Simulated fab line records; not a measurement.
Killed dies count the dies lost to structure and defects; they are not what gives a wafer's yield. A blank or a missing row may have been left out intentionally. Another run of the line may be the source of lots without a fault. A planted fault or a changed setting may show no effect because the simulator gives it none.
Problem report in the 8D (eight disciplines) form, filled by code ; flow gf180mcu ; the parts of the form that need people (team, actions taken, sign-off) are left out

1. WHAT WENT WRONG
Mean SALICIDE_TIN_RS at GF_SALICIDE_RS_MEAS_04: 28.3 ohm/sq over 4 wafers in 2 lots; fault-free wafers: 16.3 ohm/sq, standard deviation 0.33. That puts it +36 standard deviations away from the usual mean.
The step: measures by four-point-probe.
First seen on wafer L952.2, day 22 14:55, on filmMetro-04. The record holds 18 wafers of 6 lots with a number at this step. Rule for "out", or "out of limits": more than 4 standard deviations from the usual mean. Any other wafer with a number is counted as sound.

2. WHAT IT IS, AND WHAT IT ISN'T
question;is;is not
which readings at this step;SALICIDE_TIN_RS;-
which lots;L952, L953;L939, L942, L954, L955
which wafers of those lots;L952.2, L952.3, L953.2, L953.3;L952.6, L953.1
read on which gauges;filmMetro-01, filmMetro-04;filmMetro-03
when;from day 22 14:55;"up to then (7 sound wafers); but 7 sound wafers of L953, L954, L955 came after"

3. SUSPECTS, AND WHAT RULES EACH OUT
Counting: a tool at a process step up to the reading stays a suspect if it ran every lot that is out. Sound lots after the first of them don't rule it out here, since some wafers of a struck lot are sound.
- the gauge at GF_SALICIDE_RS_MEAS_04 has been ruled out. The wafers that are out were read on 2 gauges (filmMetro-01, filmMetro-04).
- pvdSputter-04 at GF_SALICIDE_SPUTTER_02 (material Co, target thk 10 nm, time 20 s): kept. Ran every lot that is out, first one L952 (day 22 14:50); last sound lot up to then L942 (day 18 19:41).
- pvdSputter-04 at GF_SALICIDE_SPUTTER_03 (material TiN, target thk 20 nm, time 16.7 s): kept. Ran every lot that is out, first one L952 (day 22 14:52); last sound lot up to then L942 (day 18 19:43).
The count leaves pvdSputter-04 at GF_SALICIDE_SPUTTER_03 and pvdSputter-04 at GF_SALICIDE_SPUTTER_02.

4. THE CAUSE (what the simulator had put in)
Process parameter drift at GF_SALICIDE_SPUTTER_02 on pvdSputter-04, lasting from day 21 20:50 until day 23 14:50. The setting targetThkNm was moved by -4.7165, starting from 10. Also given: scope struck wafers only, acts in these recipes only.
This tool is one of the 2 suspects left after counting.

5. SEQUENCE OF EFFECTS, ordered by route
Rows list readings where the struck wafers' mean (over those with a number) sits beyond 3 standard deviations from the usual. Only readings for which the record gives a usual standard deviation are gone through. hours: the time from each lot's start at the first step in this table that gives one to its start at this step, as a median over the lots. sigmas: the change in usual standard deviations.
hours;step;reading;usual;on struck wafers;change;sigmas
0;GF_SALICIDE_RS_MEAS_04;SALICIDE_TIN_RS;16.3 ohm/sq;28.3;+12.0;+36
Later steps that measure or inspect, where all struck wafers having a row at the step show a number for every such reading and not one has moved that far: GF_SALICIDE_THK_MEAS_05.

6. WHAT WOULD HAVE CAUGHT IT SOONER
The first out-of-limits reading at a measuring or inspecting step in this record came at day 22 14:55, 18 hours after the fault's start at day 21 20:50.
No tool reading at GF_SALICIDE_SPUTTER_02 that has a usual standard deviation in the record was out on any struck wafer, so an alarm limit of 4 standard deviations on those readings would not have fired.
Lots out: 2; of these, L953 started GF_SALICIDE_SPUTTER_02 on pvdSputter-04 after day 22 14:55. Had the tool been put on hold then, it would have been spared.
